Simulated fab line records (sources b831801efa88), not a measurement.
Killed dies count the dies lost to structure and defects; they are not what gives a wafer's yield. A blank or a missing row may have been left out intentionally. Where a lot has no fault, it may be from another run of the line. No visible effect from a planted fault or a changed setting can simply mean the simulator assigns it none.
Which tool was responsible? :: flow sky130 :: 13 lots with 39 wafers sampled at 5 steps, on a route of 708 steps

WHAT THE GAUGES READ, wafer by wafer
SKY_FIELD_ISO_THK_MEAS_04. Usual: FIELD_ISO_CVD_03_THK 164.6 nm, standard deviation 1.5.
lot: L771
measured: day 1 13:40
on: film-metro-01
FIELD_ISO_CVD_03_THK (nm): 162.8 164.9 165.4
flag: 

lot: L774
measured: day 2 08:15
on: film-metro-02
FIELD_ISO_CVD_03_THK (nm): 165.0 166.3 165.0
flag: 

lot: L777
measured: day 3 01:41
on: film-metro-04
FIELD_ISO_CVD_03_THK (nm): 164.6 163.9 165.2
flag: 

lot: L775
measured: day 3 01:41
on: film-metro-02
FIELD_ISO_CVD_03_THK (nm): 163.2 162.1 162.7
flag: 

lot: L776
measured: day 3 01:43
on: film-metro-01
FIELD_ISO_CVD_03_THK (nm): 166.9 166.2 166.6
flag: 

lot: L778
measured: day 3 06:04
on: film-metro-04
FIELD_ISO_CVD_03_THK (nm): 164.3 165.7 163.4
flag: 

lot: L780
measured: day 3 11:27
on: film-metro-02
FIELD_ISO_CVD_03_THK (nm): 164.2 164.9 166.2
flag: 

lot: L784
measured: day 4 07:23
on: film-metro-04
FIELD_ISO_CVD_03_THK (nm): 163.7 163.5 163.5
flag: 

lot: L790
measured: day 5 12:49
on: film-metro-04
FIELD_ISO_CVD_03_THK (nm): 165.1 163.2 164.9
flag: 

lot: L791
measured: day 5 18:22
on: film-metro-02
FIELD_ISO_CVD_03_THK (nm): 163.5 162.6 162.5
flag: 

lot: L792
measured: day 6 02:29
on: film-metro-04
FIELD_ISO_CVD_03_THK (nm): 163.7 163.4 162.6
flag: 

lot: L793
measured: day 6 04:15
on: film-metro-02
FIELD_ISO_CVD_03_THK (nm): 161.1 162.7 162.2
flag: 

lot: L794
measured: day 6 11:16
on: film-metro-02
FIELD_ISO_CVD_03_THK (nm): 164.2 164.5 164.0
flag: 

SKY_FIELD_ISO_THK_MEAS_25. Usual: FIELD_ISO_CVD_24_THK 594 nm, standard deviation 6.9.
lot: L771
measured: day 2 06:20
on: film-metro-02
FIELD_ISO_CVD_24_THK (nm): 602 601 597
flag: 

lot: L774
measured: day 3 01:11
on: film-metro-01
FIELD_ISO_CVD_24_THK (nm): 583 597 592
flag: 

lot: L777
measured: day 3 19:58
on: film-metro-01
FIELD_ISO_CVD_24_THK (nm): 597 596 591
flag: 

lot: L775
measured: day 3 19:55
on: film-metro-04
FIELD_ISO_CVD_24_THK (nm): 591 598 598
flag: 

lot: L776
measured: day 3 20:04
on: film-metro-04
FIELD_ISO_CVD_24_THK (nm): 600 592 597
flag: 

lot: L778
measured: day 4 02:48
on: film-metro-04
FIELD_ISO_CVD_24_THK (nm): 594 596 594
flag: 

lot: L780
measured: day 4 06:50
on: film-metro-01
FIELD_ISO_CVD_24_THK (nm): 593 591 594
flag: 

lot: L784
measured: day 5 02:07
on: film-metro-04
FIELD_ISO_CVD_24_THK (nm): 585 580 585
flag: 

lot: L790
measured: day 6 10:55
on: film-metro-04
FIELD_ISO_CVD_24_THK (nm): 602 600 601
flag: 

lot: L791
measured: day 6 16:21
on: film-metro-04
FIELD_ISO_CVD_24_THK (nm): 591 586 582
flag: 

lot: L792
measured: day 6 23:45
on: film-metro-04
FIELD_ISO_CVD_24_THK (nm): 600 593 593
flag: 

lot: L793
measured: day 7 01:56
on: film-metro-01
FIELD_ISO_CVD_24_THK (nm): 605 595 600
flag: 

lot: L794
measured: day 7 09:37
on: film-metro-02
FIELD_ISO_CVD_24_THK (nm): 597 587 588
flag: 

SKY_VT_ADJUST_LVTN_TW_MEAS_10. Usual: VT_ADJUST_LVTN_TW 241.3, standard deviation 2.2.
lot: L771
measured: day 6 17:05
on: film-metro-03
VT_ADJUST_LVTN_TW: 245.5 245.6 244.6
flag: 

lot: L774
measured: day 7 22:04
on: film-metro-03
VT_ADJUST_LVTN_TW: 241.0 242.6 242.5
flag: 

lot: L777
measured: day 8 21:58
on: film-metro-03
VT_ADJUST_LVTN_TW: 242.5 243.3 243.1
flag: 

lot: L775
measured: day 8 21:37
on: film-metro-02
VT_ADJUST_LVTN_TW: 241.3 240.7 239.8
flag: 

lot: L776
measured: day 9 00:22
on: film-metro-02
VT_ADJUST_LVTN_TW: 241.1 241.2 240.5
flag: 

lot: L778
measured: day 9 07:33
on: film-metro-04
VT_ADJUST_LVTN_TW: 240.9 238.4 241.2
flag: 

lot: L780
measured: day 9 11:22
on: film-metro-02
VT_ADJUST_LVTN_TW: 233.6 240.4 240.8
flag: 

lot: L784
measured: day 10 14:29
on: film-metro-02
VT_ADJUST_LVTN_TW: 242.8 242.9 232.0
flag: 

lot: L790
measured: day 12 06:38
on: film-metro-04
VT_ADJUST_LVTN_TW: 238.3 239.9 238.1
flag: 

lot: L791
measured: day 12 13:14
on: film-metro-04
VT_ADJUST_LVTN_TW: 239.1 238.0 238.6
flag: 

lot: L792
measured: day 13 01:19
on: film-metro-03
VT_ADJUST_LVTN_TW: 243.2 245.5 243.8
flag: 

lot: L793
measured: day 13 02:14
on: film-metro-04
VT_ADJUST_LVTN_TW: 236.8 237.7 237.5
flag: 

lot: L794
measured: day 13 09:16
on: film-metro-03
VT_ADJUST_LVTN_TW: 243.4 244.4 243.6
flag: 

WHAT TOOL EACH LOT RAN ON (gives the tool, then ch and the chambers of the sampled wafers, and finally the start)
lot: L771
SKY_FIELD_ISO_CMP_27: cmp-02 ch 0,2,3, day 2 09:13
SKY_VT_ADJUST_LVTN_IMPLANT_08: implanter-04 ch 0, day 6 16:50

lot: L774
SKY_FIELD_ISO_CMP_27: cmp-02 ch 0,2,3, day 3 03:44
SKY_VT_ADJUST_LVTN_IMPLANT_08: implanter-03 ch 0, day 7 21:50

lot: L777
SKY_FIELD_ISO_CMP_27: cmp-01 ch 1,2,3, day 3 22:46
SKY_VT_ADJUST_LVTN_IMPLANT_08: implanter-03 ch 0, day 8 21:43

lot: L775
SKY_FIELD_ISO_CMP_27: cmp-02 ch 1,2,3, day 3 21:28
SKY_VT_ADJUST_LVTN_IMPLANT_08: implanter-03 ch 0, day 8 21:23

lot: L776
SKY_FIELD_ISO_CMP_27: cmp-02 ch 1,2, day 3 22:44
SKY_VT_ADJUST_LVTN_IMPLANT_08: implanter-04 ch 0, day 9 00:10

lot: L778
SKY_FIELD_ISO_CMP_27: cmp-01 ch 0,2, day 4 05:02
SKY_VT_ADJUST_LVTN_IMPLANT_08: implanter-04 ch 0, day 9 07:19

lot: L780
SKY_FIELD_ISO_CMP_27: cmp-02 ch 0,1, day 4 08:25
SKY_VT_ADJUST_LVTN_IMPLANT_08: implanter-04 ch 0, day 9 11:08

lot: L784
SKY_FIELD_ISO_CMP_27: cmp-01 ch 2,3, day 5 03:39
SKY_VT_ADJUST_LVTN_IMPLANT_08: implanter-04 ch 0, day 10 14:17

lot: L790
SKY_FIELD_ISO_CMP_27: cmp-01 ch 2,3, day 6 13:10
SKY_VT_ADJUST_LVTN_IMPLANT_08: implanter-03 ch 0, day 12 06:23

lot: L791
SKY_FIELD_ISO_CMP_27: cmp-01 ch 1,2,3, day 6 18:01
SKY_VT_ADJUST_LVTN_IMPLANT_08: implanter-03 ch 0, day 12 12:59

lot: L792
SKY_FIELD_ISO_CMP_27: cmp-02 ch 0,2,3, day 7 01:24
SKY_VT_ADJUST_LVTN_IMPLANT_08: implanter-03 ch 0, day 13 01:05

lot: L793
SKY_FIELD_ISO_CMP_27: cmp-01 ch 0,1,3, day 7 05:34
SKY_VT_ADJUST_LVTN_IMPLANT_08: implanter-04 ch 0, day 13 01:59

lot: L794
SKY_FIELD_ISO_CMP_27: cmp-01 ch 0,2,3, day 7 11:13
SKY_VT_ADJUST_LVTN_IMPLANT_08: implanter-04 ch 0, day 13 09:02
- SKY_FIELD_ISO_CMP_27: polishes, stops on Si3N4, t overpolish 16 s, target thk 457.8 nm.
- SKY_VT_ADJUST_LVTN_IMPLANT_08

WHAT THE TOOLS THEMSELVES READ (means of the sampled wafers that have a number; where no wafer has one, the mark that the record gives instead)
SKY_FIELD_ISO_CMP_27. Usual: motor-current-A 11.5 A, standard deviation 1.1; overpolish-run-s 16.000 s, standard deviation 0.0082; time-to-endpoint-s 112 s, standard deviation 3.9.
lot: L771
tool: cmp-02
motor-current-A (A): 11.0
overpolish-run-s (s): 16.004
time-to-endpoint-s (s): 115
flag: 

lot: L774
tool: cmp-02
motor-current-A (A): 11.4
overpolish-run-s (s): 15.991
time-to-endpoint-s (s): 112
flag: 

lot: L777
tool: cmp-01
motor-current-A (A): 11.2
overpolish-run-s (s): 15.994
time-to-endpoint-s (s): 107
flag: 

lot: L775
tool: cmp-02
motor-current-A (A): 10.8
overpolish-run-s (s): 16.005
time-to-endpoint-s (s): 113
flag: 

lot: L776
tool: cmp-02
motor-current-A (A): 10.4
overpolish-run-s (s): 15.996
time-to-endpoint-s (s): 113
flag: 

lot: L778
tool: cmp-01
motor-current-A (A): 11.3
overpolish-run-s (s): 15.999
time-to-endpoint-s (s): 112
flag: 

lot: L780
tool: cmp-02
motor-current-A (A): 12.6
overpolish-run-s (s): 15.994
time-to-endpoint-s (s): 114
flag: 

lot: L784
tool: cmp-01
motor-current-A (A): 10.5
overpolish-run-s (s): 16.004
time-to-endpoint-s (s): 110
flag: 

lot: L790
tool: cmp-01
motor-current-A (A): 10.9
overpolish-run-s (s): 15.998
time-to-endpoint-s (s): 113
flag: 

lot: L791
tool: cmp-01
motor-current-A (A): 11.5
overpolish-run-s (s): 15.997
time-to-endpoint-s (s): 110
flag: 

lot: L792
tool: cmp-02
motor-current-A (A): 11.1
overpolish-run-s (s): 15.998
time-to-endpoint-s (s): 113
flag: 

lot: L793
tool: cmp-01
motor-current-A (A): 12.1
overpolish-run-s (s): 15.994
time-to-endpoint-s (s): 114
flag: 

lot: L794
tool: cmp-01
motor-current-A (A): 11.8
overpolish-run-s (s): 16.006
time-to-endpoint-s (s): 111
flag: 

THE ANSWER, worked out from the rows above alone
Rule: lot off if the mean of its wafers having a number is beyond 3 standard deviations from the usual mean. Also off: a lot with no number at a reading for which 4 or more lots have one. The other lots that the step has rows for count as sound. Order of review: gauges by route order, followed by the tools' own readings, for which a lot's mean as printed above is used. At the first step where some lot is off, the reading lying furthest off is the one used; lots without a number count as furthest.
Nothing can be told from this: no lot is off at any reading shown.

WHAT THE SIMULATOR HAD INSERTED
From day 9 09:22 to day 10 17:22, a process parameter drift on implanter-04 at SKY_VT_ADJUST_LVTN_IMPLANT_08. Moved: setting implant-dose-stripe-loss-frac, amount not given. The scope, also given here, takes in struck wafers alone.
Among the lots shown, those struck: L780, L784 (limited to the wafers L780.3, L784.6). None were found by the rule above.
